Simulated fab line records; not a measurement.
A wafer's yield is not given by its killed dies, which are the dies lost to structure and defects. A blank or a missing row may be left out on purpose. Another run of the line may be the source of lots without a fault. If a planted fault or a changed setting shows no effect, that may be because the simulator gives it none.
Chamber matching :: flow sky130 :: 4 sister chambers for SKY_VIA3_ETCH_15 on rie_diel-01
The step etches SiO2 in C4F8/O2/Ar, stops on TiN, target depth 507 nm, time 78 s. 4 wafers are shown with their chamber, then 12 later ones without.

== WAFERS WITH THEIR CHAMBER ==
wafer: L085.4
chamber: 2
oes_product_au (a.u.): 0.951

wafer: L090.3
chamber: 1
oes_product_au (a.u.): 0.955

wafer: L093.2
chamber: 0
oes_product_au (a.u.): 0.937

wafer: L093.5
chamber: 3
oes_product_au (a.u.): 0.949

== WAFERS WHOSE CHAMBER IS MISSING ==
wafer: L094.4
oes_product_au (a.u.): 0.946

wafer: L094.5
oes_product_au (a.u.): 0.953

wafer: L094.6
oes_product_au (a.u.): 0.945

wafer: L095.1
oes_product_au (a.u.): 0.949

wafer: L095.2
oes_product_au (a.u.): 0.951

wafer: L095.3
oes_product_au (a.u.): 0.946

wafer: L095.4
oes_product_au (a.u.): 0.946

wafer: L095.5
oes_product_au (a.u.): 0.946

wafer: L095.6
oes_product_au (a.u.): 0.944

wafer: L096.1
oes_product_au (a.u.): 0.943

wafer: L096.2
oes_product_au (a.u.): 0.946

wafer: L096.4
oes_product_au (a.u.): 0.948

== EACH ONE'S CHAMBER ==
wafer: L094.4
from the rows above: can't be placed: 3 or 2 or 0 or 1
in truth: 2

wafer: L094.5
from the rows above: can't be placed: 1 or 2 or 3
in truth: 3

wafer: L094.6
from the rows above: can't be placed: 3 or 2 or 0 or 1
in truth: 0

wafer: L095.1
from the rows above: can't be placed: 3 or 2 or 1
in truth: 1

wafer: L095.2
from the rows above: can't be placed: 2 or 3 or 1
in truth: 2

wafer: L095.3
from the rows above: can't be placed: 3 or 2 or 0 or 1
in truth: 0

wafer: L095.4
from the rows above: can't be placed: 3 or 2 or 0 or 1
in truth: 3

wafer: L095.5
from the rows above: can't be placed: 3 or 2 or 0 or 1
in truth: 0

wafer: L095.6
from the rows above: can't be placed: 3 or 0 or 2 or 1
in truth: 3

wafer: L096.1
from the rows above: can't be placed: 0 or 3 or 2 or 1
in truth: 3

wafer: L096.2
from the rows above: can't be placed: 3 or 2 or 0 or 1
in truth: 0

wafer: L096.4
from the rows above: can't be placed: 3 or 2 or 1
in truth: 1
0 of 12 placed correctly. These rows do not allow placing 12 (true chamber among the candidates in 12). 0 placed wrongly.
How it was worked out, from the rows above alone: a wafer's distance from a chamber is the root of the sum, over the readings, of the square of ((its reading less the chamber's mean) divided by the reading's scatter). The wafer belongs to the nearest chamber; if the next one is less than 2 further off, it can't be placed. The mean given for a chamber averages the wafers shown for that chamber. The scatter: root of mean squared gap, hidden wafer to nearest shown wafer, with one shown wafer a chamber.
